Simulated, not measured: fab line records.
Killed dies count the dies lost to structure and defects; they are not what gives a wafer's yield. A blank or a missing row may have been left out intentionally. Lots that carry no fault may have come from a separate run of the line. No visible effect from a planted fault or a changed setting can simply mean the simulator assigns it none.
fab line records	flow sfq-line
record lots=5	wafers=23
route steps=325 shown INCOMING@2 L0@7 M0@29 I0@47 M1@59 I1@77 M2@92
start-h: hours from the record's first day to the start of the lot's first wafer shown	wait-h: hours since the lot's step before	" identical to the entry in the row above	L1.1+2: several wafers, shown together as one row	- no value present, or no start provided	* or withheld: withheld	< > ~ a bound
route shown NAME@n: a module of which the file shows steps, and the number in the route of the first	usual: mean and standard deviation over wafers with no fault	same: alike in all rows	chamber/n: place in a boat	sites: the reading at each site	_std_site: the standard deviation of these	_edge_site: outer sites' mean less inner sites'	radius-mm: for every site, how far away it sits from the centre of the wafer	mask NAME#n: copy n	behind: tool/chamber where the wafer was last shaped	hold: why the lot went on hold/how many hours it stayed there/how the hold came to an end	device: names the non-switching transistor (n, p or np)	end of line: tests run on the same wafers once the route is complete	where a step has no rows: the recipe by itself	killed: dies that structure and defects cost at the first sort, which is not the same as the wafer's yield	map: dies across one wafer; x = killed, . = not, _ = none there
set.NAME: the setting as run; set.NAME@STEP: as run at that earlier step	model.NAME: the simulator's own value behind a step, which no gauge read
lots run with intentionally changed settings; tables by step, rows by wafer
## steps
# step SFQ_TRILAYER_INCOMING_OXIDATION_002
# recipe temp-c=1000	ambient=H2O	target-thk-a=5000	p-h2o-torr=720	ox-time-s=4939
lot.wafer	tool	chamber	start-h	wait-h	set.ox-time-s	model.SiO2_of_TRILAYER_INCOMING_OXIDATION_002.thk-nm
L075.1	-	-	-	0.1	5672	543.1
L075.3	"	-	"	"	5672	536.6
L075.4	"	-	"	"	5672	538.7
L075.5	"	-	"	"	5672	533.6
L075.6	"	-	"	"	5672	539.1
L077.1	-	-	-	0.1	4489	483.6
L077.2	"	-	"	"	4489	481.4
L077.3	"	-	"	"	4489	484.5
L077.4	"	-	"	"	4489	488.6
L077.5	"	-	"	"	4489	485.2
L078.1	-	-	-	0.1	4939	501.3
L078.3	"	-	"	"	4939	497.2
L078.4	"	-	"	"	4939	503.7
L078.5	"	-	"	"	4939	492.9
L078.6	"	-	"	"	4939	500.2
L079.1	-	-	-	0.1	4631	484.2
L079.2	"	-	"	"	4631	486.6
L079.3	"	-	"	"	4631	485.2
L079.4	"	-	"	"	4631	486.8
L079.5	"	-	"	"	4631	485
L082.1	furnace-02	0	50.12	0.1	4939	486.1
L082.2	"	0	"	"	4939	497.4
L082.4	"	0	"	"	4939	498.6
# step SFQ_TRILAYER_L0_LITHO_COAT_005
# recipe resist=KrF	spin-rpm=3000	resist-thk-nm=600
lot.wafer	tool	chamber	start-h	wait-h	set.resist-thk-nm	model.KrF_of_TRILAYER_L0_LITHO_COAT_005.thk-nm
L075.1	litho-track-03	0	18.04	0.2	576	578
L075.3	"	0	"	"	600	601.4
L075.4	"	0	"	"	600	600.7
L075.5	"	0	"	"	576	575.7
L075.6	"	0	"	"	576	575.8
L077.1	litho-track-03	0	28.04	0.2	600	601.6
L077.2	"	0	"	"	585.6	585.3
L077.3	"	0	"	"	600	601.2
L077.4	"	0	"	"	585.6	585.5
L077.5	"	0	"	"	585.6	586.7
L078.1	litho-track-02	0	33.04	0.2	600	600.4
L078.3	"	0	"	"	600	599.6
L078.4	"	0	"	"	600	599.4
L078.5	"	0	"	"	600	598.7
L078.6	"	0	"	"	600	599.1
L079.1	litho-track-03	0	38.04	0.2	600	601.4
L079.2+3	"	0	"	"	600	600.1
L079.4	"	0	"	"	600	600.8
L079.5	"	0	"	"	600	600.3
L082.1	litho-track-03	0	53.04	0.2	600	600.1
L082.2	"	0	"	"	600	599.3
L082.4	"	0	"	"	600	600.2
# step SFQ_TRILAYER_M0_DEP_SPUTTER_019
# recipe material=Nb	base-pressure-pa=1.33e-06	chamber-pressure-pa=0.1333	substrate-temp-c=20	resputter-cathode-voltage-v=400	target-thk-nm=200	power-w=2000	time-s=133.3
lot.wafer	tool	chamber	start-h	wait-h	set.time-s	model.Nb_of_TRILAYER_M0_DEP_SPUTTER_019.thk-nm
L075.1	pvd-sputter-04	-	99.83	0.0	133.3	195.2
L075.3	"	-	"	"	133.3	198.9
L075.4	"	-	"	"	133.3	198.2
L075.5	"	-	"	"	133.3	197.2
L075.6	"	-	"	"	133.3	197.7
L077.1	pvd-sputter-06	-	111.83	0.0	148.1	225.3
L077.2	"	-	"	"	133.3	205.8
L077.3	"	-	"	"	133.3	201.2
L077.4	"	-	"	"	133.3	201.7
L077.5	"	-	"	"	148.1	227.5
L078.1	pvd-sputter-04	-	117.23	0.0	133.3	200.5
L078.3+6	"	-	"	"	133.3	199
L078.4	"	-	"	"	133.3	198.8
L078.5	"	-	"	"	133.3	201.4
L079.1	pvd-sputter-04	-	121.43	0.0	133.3	198.8
L079.2	"	-	"	"	127	190.1
L079.3	"	-	"	"	127	186.9
L079.4	"	-	"	"	133.3	198.4
L079.5	"	-	"	"	133.3	199.3
L082.1	pvd-sputter-05	-	134.63	0.0	133.3	200.8
L082.2	"	-	"	"	133.3	199.8
L082.4	"	-	"	"	133.3	199.9
# step SFQ_M0_RS_MEAS_904
# recipe thk-meas-gauge=four-point-probe	reads=Nb_of_TRILAYER_M0_DEP_SPUTTER_019
# usual M0_NB_RS=0.891/0.01
lot.wafer	tool	chamber	start-h	wait-h	set.time-s@TRILAYER_M0_DEP_SPUTTER_019	M0_NB_RS[ohm/sq]
L075.1	film-metro-01	-	99.93	0.0	133.3	0.911
L075.3	"	-	"	"	133.3	0.895
L075.4	"	-	"	"	133.3	0.897
L075.5	"	-	"	"	133.3	0.902
L075.6	"	-	"	"	133.3	0.902
L077.1	film-metro-02	-	111.93	0.0	148.1	0.788
L077.2	"	-	"	"	133.3	0.862
L077.3	"	-	"	"	133.3	0.882
L077.4	"	-	"	"	133.3	0.880
L077.5	"	-	"	"	148.1	0.780
L078.1	film-metro-02	-	117.33	0.0	133.3	0.886
L078.3	"	-	"	"	133.3	0.891
L078.4	"	-	"	"	133.3	0.894
L078.5	"	-	"	"	133.3	0.881
L078.6	"	-	"	"	133.3	0.893
L079.1	film-metro-01	-	121.53	0.0	133.3	0.895
L079.2	"	-	"	"	127	0.939
L079.3	"	-	"	"	127	0.951
L079.4	"	-	"	"	133.3	0.895
L079.5	"	-	"	"	133.3	0.894
L082.1	film-metro-03	-	134.73	0.0	133.3	0.886
L082.2	"	-	"	"	133.3	0.892
L082.4	"	-	"	"	133.3	0.891
# step SFQ_TRILAYER_M0_BARC_OPEN_METAL_ETCH_031
# recipe mask-material=PR	chemistry=O2	target-depth-nm=125	target=BARC	icp-w=600	bias-w=80	pressure-mtorr=10	time-s=41.7
lot.wafer	tool	chamber	start-h	wait-h	set.time-s	model.KrF_of_TRILAYER_M0_LITHO_COAT_021.thk-nm
L075.1	rie-metal-02	1	177.17	0.0	37.53	528.1
L075.3	"	1	"	"	41.7	522.9
L075.4	"	0	"	"	41.7	519.8
L075.5	"	1	"	"	41.7	525
L075.6	"	0	"	"	37.53	527.3
L077.1	rie-metal-02	1	192.77	0.0	45.1	-
L077.2	"	0	"	"	41.7	519.9
L077.3	"	1	"	"	45.1	517.6
L077.4	"	0	"	"	45.1	516.5
L077.5	"	0	"	"	41.7	-
L078.1	rie-metal-04	1	212.90	0.0	41.7	524.1
L078.3	"	0	"	"	47.89	515.2
L078.4	"	1	"	"	41.7	523.5
L078.5	"	0	"	"	47.89	515.7
L078.6	"	1	"	"	47.89	515.5
L079.1+4	rie-metal-03	0	215.30	0.0	47.58	516.1
L079.2	"	1	"	"	41.7	521
L079.3	"	1	"	"	47.58	513.5
L079.5	"	0	"	"	41.7	522.9
L082.1	rie-metal-04	1	235.09	0.0	41.7	525.1
L082.2	"	0	"	"	41.7	523.1
L082.4	"	0	"	"	41.7	524.2
# step SFQ_TRILAYER_M0_ETCH_METAL_ETCH_024
# recipe target=Nb	stop-on=SiO2	mask-material=PR	chemistry=Cl2/Ar	target-depth-nm=240	icp-w=600	bias-w=80	pressure-mtorr=10	time-s=120
# usual oes-product-au=0.893/0.0074
lot.wafer	tool	chamber	start-h	wait-h	set.time-s@TRILAYER_M0_DEP_SPUTTER_019	oes-product-au
L075.1	rie-metal-02	1	177.23	0.0	133.3	0.880
L075.3	"	1	"	"	133.3	0.898
L075.4	"	0	"	"	133.3	0.888
L075.5	"	1	"	"	133.3	0.886
L075.6	"	0	"	"	133.3	0.889
L077.1	rie-metal-02	1	192.83	0.0	148.1	0.960
L077.2	"	0	"	"	133.3	0.903
L077.3	"	1	"	"	133.3	0.895
L077.4	"	0	"	"	133.3	0.899
L077.5	"	0	"	"	148.1	0.967
L078.1	rie-metal-04	1	212.96	0.0	133.3	0.897
L078.3	"	0	"	"	133.3	0.890
L078.4	"	1	"	"	133.3	0.893
L078.5	"	0	"	"	133.3	0.894
L078.6	"	1	"	"	133.3	0.900
L079.1	rie-metal-03	0	215.36	0.0	133.3	0.891
L079.2	"	1	"	"	127	0.872
L079.3	"	1	"	"	127	0.860
L079.4	"	0	"	"	133.3	0.890
L079.5	"	0	"	"	133.3	0.891
L082.1	rie-metal-04	1	235.15	0.0	133.3	0.898
L082.2	"	0	"	"	133.3	0.899
L082.4	"	0	"	"	133.3	0.890
# step SFQ_TRILAYER_I0_VIA_LITHO_COAT_036
# recipe resist=BARC	spin-rpm=3000	resist-thk-nm=62
lot.wafer	tool	chamber	start-h	wait-h	set.spin-rpm	model.BARC_of_TRILAYER_I0_VIA_LITHO_COAT_036.thk-nm
L075.1	litho-track-04	0	191.80	1.0	3069	61.28
L075.3	"	0	"	"	3069	61.35
L075.4	"	0	"	"	3000	62
L075.5	"	0	"	"	3000	62.14
L075.6	"	0	"	"	3069	61.34
L077.1	litho-track-04	0	203.78	1.0	3000	61.91
L077.2	"	0	"	"	3000	61.97
L077.3	"	0	"	"	3000	61.81
L077.4	"	0	"	"	3000	62.03
L077.5	"	0	"	"	3000	62.08
L078.1	litho-track-01	0	218.26	1.0	2925	62.9
L078.3	"	0	"	"	2925	62.89
L078.4	"	0	"	"	2925	62.97
L078.5	"	0	"	"	3000	61.99
L078.6	"	0	"	"	3000	62.17
L079.1	litho-track-04	0	220.72	1.0	3000	62.2
L079.2	"	0	"	"	2931	62.77
L079.3	"	0	"	"	3000	62.16
L079.4	"	0	"	"	2931	62.63
L079.5	"	0	"	"	2931	62.78
L082.1	litho-track-04	0	240.44	1.0	3000	61.82
L082.2	"	0	"	"	3000	61.94
L082.4	"	0	"	"	3000	61.93
# step SFQ_TRILAYER_I0_VIA_LITHO_COAT_031
# recipe resist=KrF	spin-rpm=3067	resist-thk-nm=650
# step SFQ_TRILAYER_I0_VIA_LITHO_SOFTBAKE_035
# recipe temp-c=withheld	time-s=withheld	resist=KrF
# step SFQ_TRILAYER_I0_VIA_LITHO_DEVELOP_033
# recipe time-s=60	resist=KrF
# step SFQ_TRILAYER_I0_VIA_BARC_OPEN_VIA_ETCH_046
# recipe mask-material=PR	chemistry=O2	target-depth-nm=125	target=BARC	source-w=500	bias-w=80	pressure-mtorr=30	time-s=43.31
lot.wafer	tool	chamber	start-h	wait-h	set.spin-rpm@TRILAYER_I0_VIA_LITHO_COAT_036	model.etch.depth-nm
L075.1	rie-diel-03	3	303.75	0.0	3069	61.28
L075.3	"	2	"	"	3069	61.35
L075.4	"	2	"	"	3000	62
L075.5	"	1	"	"	3000	-
L075.6	"	3	"	"	3069	-
L077.1+5	rie-diel-01	0,2	326.13	0.0	3000	-
L077.2	"	3	"	"	3000	61.97
L077.3	"	2	"	"	3000	61.81
L077.4	"	1	"	"	3000	62.03
L078.1	rie-diel-01	1	338.13	0.0	2925	62.9
L078.3	"	2	"	"	2925	62.89
L078.4	"	0	"	"	2925	62.97
L078.5	"	3	"	"	3000	61.99
L078.6	"	0	"	"	3000	62.17
L079.1+3	rie-diel-03	0,2	340.63	0.0	3000	-
L079.2	"	3	"	"	2931	-
L079.4	"	2	"	"	2931	62.63
L079.5	"	3	"	"	2931	62.78
L082.1	rie-diel-01	1	356.23	0.0	3000	61.82
L082.2	"	2	"	"	3000	61.94
L082.4	"	0	"	"	3000	61.93
# step SFQ_TRILAYER_M1_DEP_SPUTTER_037
# recipe material=Nb	base-pressure-pa=1.33e-06	chamber-pressure-pa=0.1333	substrate-temp-c=20	resputter-cathode-voltage-v=400	target-thk-nm=200	power-w=2000	time-s=133.3
lot.wafer	tool	chamber	start-h	wait-h	set.time-s	model.Nb_of_TRILAYER_M1_DEP_SPUTTER_037.thk-nm
L075.1	pvd-sputter-05	-	304.70	0.0	133.3	198.7
L075.3	"	-	"	"	133.3	201.2
L075.4	"	-	"	"	133.3	199.3
L075.5	"	-	"	"	125.8	187.3
L075.6	"	-	"	"	125.8	189.9
L077.1	pvd-sputter-05	-	327.09	0.0	126.9	186.7
L077.2	"	-	"	"	126.9	188.8
L077.3	"	-	"	"	126.9	185.9
L077.4	"	-	"	"	133.3	196.8
L077.5	"	-	"	"	133.3	198.8
L078.1	pvd-sputter-03	-	339.09	0.0	127.3	191.6
L078.3	"	-	"	"	133.3	202.1
L078.4	"	-	"	"	127.3	192.3
L078.5	"	-	"	"	127.3	194.2
L078.6	"	-	"	"	133.3	198.6
L079.1	pvd-sputter-06	-	341.59	0.0	115.2	173.2
L079.2	"	-	"	"	115.2	170.6
L079.3	"	-	"	"	115.2	175.1
L079.4	"	-	"	"	133.3	197.4
L079.5	"	-	"	"	133.3	202.9
L082.1	pvd-sputter-03	-	357.19	0.0	133.3	198.9
L082.2	"	-	"	"	133.3	198
L082.4	"	-	"	"	133.3	202.1
# step SFQ_M1_RS_MEAS_909
# recipe thk-meas-gauge=four-point-probe	reads=Nb_of_TRILAYER_M1_DEP_SPUTTER_037
# usual M1_NB_RS=0.896/0.0092
lot.wafer	tool	chamber	start-h	wait-h	set.time-s@TRILAYER_M1_DEP_SPUTTER_037	M1_NB_RS[ohm/sq]
L075.1	film-metro-02	-	304.80	0.0	133.3	0.896
L075.3	"	-	"	"	133.3	0.883
L075.4	"	-	"	"	133.3	0.892
L075.5	"	-	"	"	125.8	0.950
L075.6	"	-	"	"	125.8	0.938
L077.1	film-metro-01	-	327.18	0.0	126.9	0.953
L077.2	"	-	"	"	126.9	0.942
L077.3	"	-	"	"	126.9	0.958
L077.4	"	-	"	"	133.3	0.906
L077.5	"	-	"	"	133.3	0.895
L078.1	film-metro-02	-	339.18	0.0	127.3	0.931
L078.3	"	-	"	"	133.3	0.882
L078.4	"	-	"	"	127.3	0.925
L078.5	"	-	"	"	127.3	0.918
L078.6	"	-	"	"	133.3	0.894
L079.1	film-metro-02	-	341.68	0.0	115.2	1.029
L079.2	"	-	"	"	115.2	1.044
L079.3	"	-	"	"	115.2	1.019
L079.4	"	-	"	"	133.3	0.903
L079.5	"	-	"	"	133.3	0.877
L082.1	film-metro-04	-	357.28	0.0	133.3	0.894
L082.2	"	-	"	"	133.3	0.897
L082.4	"	-	"	"	133.3	0.878
# step SFQ_TRILAYER_M1_LITHO_COAT_044
# recipe resist=BARC	spin-rpm=3000	resist-thk-nm=62
# step SFQ_TRILAYER_M1_BARC_OPEN_METAL_ETCH_054
# recipe mask-material=PR	chemistry=O2	target-depth-nm=125	target=BARC	icp-w=600	bias-w=80	pressure-mtorr=10	time-s=41.7
# step SFQ_TRILAYER_M1_ETCH_METAL_ETCH_042
# recipe target=Nb	stop-on=SiO2	mask-material=PR	chemistry=Cl2/Ar	target-depth-nm=240	icp-w=592.6	bias-w=80	pressure-mtorr=10	time-s=120
# usual oes-product-au=0.890/0.0064
lot.wafer	tool	chamber	start-h	wait-h	set.time-s@TRILAYER_M1_DEP_SPUTTER_037	oes-product-au	model.M1.feature-depth-nm	model.etch.depth-nm
L075.1	rie-metal-02	0	322.47	0.0	133.3	0.889	198.7	198.7
L075.3	"	0	"	"	133.3	0.892	201.2	201.2
L075.4	"	1	"	"	133.3	0.896	199.3	199.3
L075.5	"	0	"	"	125.8	0.862	-	-
L075.6	"	1	"	"	125.8	0.871	-	-
L077.1	rie-metal-04	1	341.47	0.0	126.9	0.863	186.7	-
L077.2	"	0	"	"	126.9	0.864	188.8	188.8
L077.3	"	0	"	"	126.9	0.859	185.9	185.9
L077.4	"	1	"	"	133.3	0.887	196.8	196.8
L077.5	"	1	"	"	133.3	0.895	198.8	-
L078.1	rie-metal-04	1	348.67	0.0	127.3	0.857	191.6	191.6
L078.3	"	0	"	"	133.3	0.888	202.1	202.1
L078.4	"	1	"	"	127.3	0.866	192.3	192.3
L078.5	"	0	"	"	127.3	0.886	194.2	194.2
L078.6	"	1	"	"	133.3	0.896	198.6	198.6
L079.1	rie-metal-01	1	349.87	0.0	115.2	0.820	-	-
L079.2	"	0	"	"	115.2	0.819	-	-
L079.3	"	1	"	"	115.2	0.832	-	-
L079.4	"	0	"	"	133.3	0.891	197.4	197.4
L079.5	"	0	"	"	133.3	0.898	202.9	202.9
L082.1	rie-metal-02	1	365.57	0.0	133.3	0.890	198.9	198.9
L082.2	"	0	"	"	133.3	0.881	198	198
L082.4	"	0	"	"	133.3	0.899	202.1	202.1
# step SFQ_TRILAYER_I1_VIA_LITHO_COAT_054
# recipe resist=BARC	spin-rpm=3000	resist-thk-nm=62
lot.wafer	tool	chamber	start-h	wait-h	set.resist-thk-nm	model.BARC_of_TRILAYER_I1_VIA_LITHO_COAT_054.thk-nm
L075.1	litho-track-02	0	328.49	1.2	62	61.9
L075.3	"	0	"	"	62	61.97
L075.4	"	0	"	"	62	61.99
L075.5	"	0	"	"	62	61.88
L075.6	"	0	"	"	62	61.85
L077.1	litho-track-01	0	346.77	1.0	59.86	59.55
L077.2	"	0	"	"	62	61.77
L077.3	"	0	"	"	59.86	59.34
L077.4	"	0	"	"	62	61.79
L077.5	"	0	"	"	59.86	59.56
L078.1	litho-track-02	0	354.57	1.0	62	61.79
L078.3	"	0	"	"	59.71	59.65
L078.4	"	0	"	"	59.71	59.63
L078.5	"	0	"	"	62	61.87
L078.6	"	0	"	"	59.71	59.81
L079.1	litho-track-03	0	356.19	1.0	62	61.95
L079.2	"	0	"	"	65.55	65.42
L079.3	"	0	"	"	65.55	65.58
L079.4	"	0	"	"	65.55	65.37
L079.5	"	0	"	"	62	61.92
L082.1	litho-track-01	0	371.05	1.0	62	61.97
L082.2	"	0	"	"	62	62.14
L082.4	"	0	"	"	62	62.07
# step SFQ_TRILAYER_I1_VIA_BARC_OPEN_VIA_ETCH_071
# recipe mask-material=PR	chemistry=O2	target-depth-nm=125	target=BARC	source-w=500	bias-w=80	pressure-mtorr=30	time-s=41.7
# usual oes-product-au=0.684/0.0043
lot.wafer	tool	chamber	start-h	wait-h	set.source-w	set.resist-thk-nm@TRILAYER_I1_VIA_LITHO_COAT_054	oes-product-au	model.etch.depth-nm
L075.1	rie-diel-04	0	342.61	0.0	500	62	0.686	61.9
L075.3	"	1	"	"	444.8	62	0.694	61.97
L075.4	"	2	"	"	500	62	0.680	61.99
L075.5	"	1	"	"	444.8	62	0.692	-
L075.6	"	0	"	"	444.8	62	0.689	-
L077.1	rie-diel-03	0	354.71	0.0	500	59.86	0.674	-
L077.2	"	3	"	"	500	62	0.689	61.77
L077.3	"	2	"	"	500	59.86	0.672	59.34
L077.4	"	3	"	"	500	62	0.684	61.79
L077.5	"	2	"	"	500	59.86	0.677	-
L078.1	rie-diel-03	0	361.91	0.0	452.1	62	0.685	61.79
L078.3	"	1	"	"	452.1	59.71	0.673	59.65
L078.4	"	3	"	"	500	59.71	0.670	59.63
L078.5	"	2	"	"	500	62	0.681	61.87
L078.6	"	3	"	"	500	59.71	0.675	59.81
L079.1	rie-diel-02	2	364.31	0.0	469.9	62	0.679	-
L079.2	"	3	"	"	500	65.55	0.700	-
L079.3	"	0	"	"	469.9	65.55	0.712	-
L079.4	"	1	"	"	500	65.55	0.701	65.37
L079.5	"	0	"	"	469.9	62	0.683	61.92
L082.1	rie-diel-03	0	379.91	0.0	500	62	0.695	61.97
L082.2	"	3	"	"	500	62	0.684	62.14
L082.4	"	2	"	"	500	62	0.687	62.07
# step SFQ_TRILAYER_M2_LITHO_COAT_062
# recipe resist=BARC	spin-rpm=3000	resist-thk-nm=62
lot.wafer	tool	chamber	start-h	wait-h	set.spin-rpm	model.BARC_of_TRILAYER_M2_LITHO_COAT_062.thk-nm
L075.1	litho-track-02	0	343.84	0.1	2883	63.39
L075.3	"	0	"	"	3000	62.13
L075.4	"	0	"	"	3000	62.06
L075.5	"	0	"	"	3000	62.02
L075.6	"	0	"	"	2883	63.51
L077.1	litho-track-04	0	355.94	0.1	3166	60.3
L077.2	"	0	"	"	3000	61.94
L077.3	"	0	"	"	3000	61.84
L077.4	"	0	"	"	3000	61.86
L077.5	"	0	"	"	3166	60.39
L078.1	litho-track-04	0	363.14	0.1	2820	64.08
L078.3	"	0	"	"	3000	62.16
L078.4	"	0	"	"	2820	64.14
L078.5	"	0	"	"	3000	62.11
L078.6	"	0	"	"	2820	64.03
L079.1	litho-track-01	0	365.54	0.1	2816	63.85
L079.2	"	0	"	"	3000	61.68
L079.3	"	0	"	"	3000	61.8
L079.4	"	0	"	"	2816	63.92
L079.5	"	0	"	"	3000	62.02
L082.1	litho-track-04	0	381.32	0.1	3000	62.21
L082.2	"	0	"	"	3000	62.33
L082.4	"	0	"	"	3000	62.29
# step SFQ_TRILAYER_M2_LITHO_COAT_057
# recipe resist=KrF	spin-rpm=3000	resist-thk-nm=607.5
# step SFQ_TRILAYER_M2_LITHO_SOFTBAKE_061
# recipe temp-c=withheld	time-s=withheld	resist=KrF
# step SFQ_TRILAYER_M2_LITHO_DEVELOP_059
# recipe time-s=60	resist=KrF
# step SFQ_TRILAYER_M2_BARC_OPEN_METAL_ETCH_077
# recipe mask-material=PR	chemistry=O2	target-depth-nm=125	target=BARC	icp-w=600	bias-w=80	pressure-mtorr=10	time-s=43.06
# usual oes-product-au=0.680/0.0045
lot.wafer	tool	chamber	start-h	wait-h	set.spin-rpm@TRILAYER_M2_LITHO_COAT_062	oes-product-au	model.etch.depth-nm
L075.1	rie-metal-03	0	490.10	0.0	2883	0.689	63.39
L075.3	"	0	"	"	3000	0.681	62.13
L075.4	"	1	"	"	3000	0.678	62.06
L075.5	"	0	"	"	3000	0.678	-
L075.6	"	1	"	"	2883	0.690	-
L077.1	rie-metal-04	0	503.30	0.0	3166	0.671	-
L077.2	"	1	"	"	3000	0.676	61.94
L077.3	"	1	"	"	3000	0.682	61.84
L077.4	"	0	"	"	3000	0.683	61.86
L077.5	"	0	"	"	3166	0.672	-
L078.1	rie-metal-02	0	514.10	0.0	2820	0.686	64.08
L078.3	"	1	"	"	3000	0.682	62.16
L078.4	"	0	"	"	2820	0.692	64.14
L078.5	"	1	"	"	3000	0.681	62.11
L078.6	"	0	"	"	2820	0.697	64.03
L079.1	rie-metal-02	1	517.70	0.0	2816	0.693	-
L079.2	"	0	"	"	3000	0.679	-
L079.3	"	0	"	"	3000	0.677	-
L079.4	"	1	"	"	2816	0.693	63.92
L079.5	"	1	"	"	3000	0.685	62.02
L082.1	rie-metal-02	1	536.03	0.0	3000	0.673	62.21
L082.2	"	0	"	"	3000	0.673	62.33
L082.4	"	0	"	"	3000	0.669	62.29
## key
split step=SFQ_TRILAYER_INCOMING_OXIDATION_002	setting=ox-time-s	stated=4939	by=lot
response step=SFQ_TRILAYER_INCOMING_OXIDATION_002	reading=model.SiO2_of_TRILAYER_INCOMING_OXIDATION_002.thk-nm	change=+2.33	per=1%	r=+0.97
split step=SFQ_TRILAYER_L0_LITHO_COAT_005	setting=resist-thk-nm	stated=600	by=wafer
response step=SFQ_TRILAYER_L0_LITHO_COAT_005	reading=model.KrF_of_TRILAYER_L0_LITHO_COAT_005.thk-nm	change=+6.23	per=1%	r=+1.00
split step=SFQ_TRILAYER_M0_DEP_SPUTTER_019	setting=time-s	stated=133.3	by=wafer
response step=SFQ_TRILAYER_M0_DEP_SPUTTER_019	reading=model.Nb_of_TRILAYER_M0_DEP_SPUTTER_019.thk-nm	change=+2.13	per=1%	r=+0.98
response step=SFQ_M0_RS_MEAS_904	reading=M0_NB_RS	change=-0.0086	per=1%	r=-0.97
response step=SFQ_TRILAYER_M0_ETCH_METAL_ETCH_024	reading=oes-product-au	change=+0.00569	per=1%	r=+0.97
split step=SFQ_TRILAYER_M0_BARC_OPEN_METAL_ETCH_031	setting=time-s	stated=41.7	by=wafer
response step=SFQ_TRILAYER_M0_BARC_OPEN_METAL_ETCH_031	reading=model.KrF_of_TRILAYER_M0_LITHO_COAT_021.thk-nm	change=-0.508	per=1%	r=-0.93
split step=SFQ_TRILAYER_I0_VIA_LITHO_COAT_036	setting=spin-rpm	stated=3000	by=wafer
response step=SFQ_TRILAYER_I0_VIA_LITHO_COAT_036	reading=model.BARC_of_TRILAYER_I0_VIA_LITHO_COAT_036.thk-nm	change=-0.301	per=1%	r=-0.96
response step=SFQ_TRILAYER_I0_VIA_BARC_OPEN_VIA_ETCH_046	reading=model.etch.depth-nm	change=-0.324	per=1%	r=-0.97
split step=SFQ_TRILAYER_M1_DEP_SPUTTER_037	setting=time-s	stated=133.3	by=wafer
response step=SFQ_TRILAYER_M1_DEP_SPUTTER_037	reading=model.Nb_of_TRILAYER_M1_DEP_SPUTTER_037.thk-nm	change=+2	per=1%	r=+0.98
response step=SFQ_M1_RS_MEAS_909	reading=M1_NB_RS	change=-0.0101	per=1%	r=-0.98
response step=SFQ_TRILAYER_M1_ETCH_METAL_ETCH_042	reading=oes-product-au	change=+0.00522	per=1%	r=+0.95
response step=SFQ_TRILAYER_M1_ETCH_METAL_ETCH_042	reading=model.M1.feature-depth-nm	change=+1.98	per=1%	r=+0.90
response step=SFQ_TRILAYER_M1_ETCH_METAL_ETCH_042	reading=model.etch.depth-nm	change=+1.81	per=1%	r=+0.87
split step=SFQ_TRILAYER_I1_VIA_LITHO_COAT_054	setting=resist-thk-nm	stated=62	by=wafer
response step=SFQ_TRILAYER_I1_VIA_LITHO_COAT_054	reading=model.BARC_of_TRILAYER_I1_VIA_LITHO_COAT_054.thk-nm	change=+0.616	per=1%	r=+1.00
response step=SFQ_TRILAYER_I1_VIA_BARC_OPEN_VIA_ETCH_071	reading=oes-product-au	change=+0.00367	per=1%	r=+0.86
response step=SFQ_TRILAYER_I1_VIA_BARC_OPEN_VIA_ETCH_071	reading=model.etch.depth-nm	change=+0.613	per=1%	r=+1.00
split step=SFQ_TRILAYER_I1_VIA_BARC_OPEN_VIA_ETCH_071	setting=source-w	stated=500	by=wafer
response none clear
split step=SFQ_TRILAYER_M2_LITHO_COAT_062	setting=spin-rpm	stated=3000	by=wafer
response step=SFQ_TRILAYER_M2_LITHO_COAT_062	reading=model.BARC_of_TRILAYER_M2_LITHO_COAT_062.thk-nm	change=-0.319	per=1%	r=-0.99
response step=SFQ_TRILAYER_M2_BARC_OPEN_METAL_ETCH_077	reading=oes-product-au	change=-0.00192	per=1%	r=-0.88
response step=SFQ_TRILAYER_M2_BARC_OPEN_METAL_ETCH_077	reading=model.etch.depth-nm	change=-0.322	per=1%	r=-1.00
